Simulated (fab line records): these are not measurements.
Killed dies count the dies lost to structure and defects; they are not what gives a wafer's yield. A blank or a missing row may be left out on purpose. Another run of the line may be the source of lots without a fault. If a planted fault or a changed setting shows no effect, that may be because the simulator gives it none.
Matching of chambers	flow gf180mcu	4 sister chambers for GF_V1_CMP_04 on cmp-01
The step polishes SiO2. 8 wafers are shown with their chamber, then 8 later ones without.

== WAFERS, EACH WITH ITS CHAMBER ==
wafer	chamber	motor current A (A)	time to endpoint s (s)
L663.5	0	9.1	84
L665.1	1	9.9	66
L665.3	3	11.4	74
L665.6	2	12.4	80
L666.2	2	12.4	74
L666.5	3	11.6	80
L666.6	0	9.6	83
L671.1	1	10.5	86

== WAFERS WITHOUT THEIR CHAMBER ==
wafer	motor current A (A)	time to endpoint s (s)
L671.3	10.3	85
L671.5	12.8	85
L672.1	10.2	85
L672.5	11.6	90
L672.6	12.4	89
L679.1	11.3	82
L679.2	9.8	92
L679.4	12.4	86

== WHICH CHAMBER EACH ONE RAN IN ==
wafer	from the rows above	in truth
L671.3	1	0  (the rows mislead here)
L671.5	2	2
L672.1	can't be placed: 1 or 0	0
L672.5	can't be placed: 3 or 2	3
L672.6	can't be placed: 2 or 3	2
L679.1	3	3
L679.2	can't be placed: 0 or 1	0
L679.4	2	2
Correctly placed: 3 of 8. Not placeable from these rows: 4 (in 4, the candidates include the true chamber). 1 placed wrongly.
How it was worked out, from the rows above alone: a wafer's distance from a chamber is the root of the sum, over the readings, of the square of ((its reading less the chamber's mean) divided by the reading's scatter). If the next closest chamber is less than 2 further off than the closest, the wafer can't be placed; otherwise it belongs to the closest. Each chamber's mean is taken over the wafers shown for it. How the scatter is found: for the shown wafers, subtract from each reading the mean of its chamber, square and add these, divide the total by (wafers less chambers), then take the root.
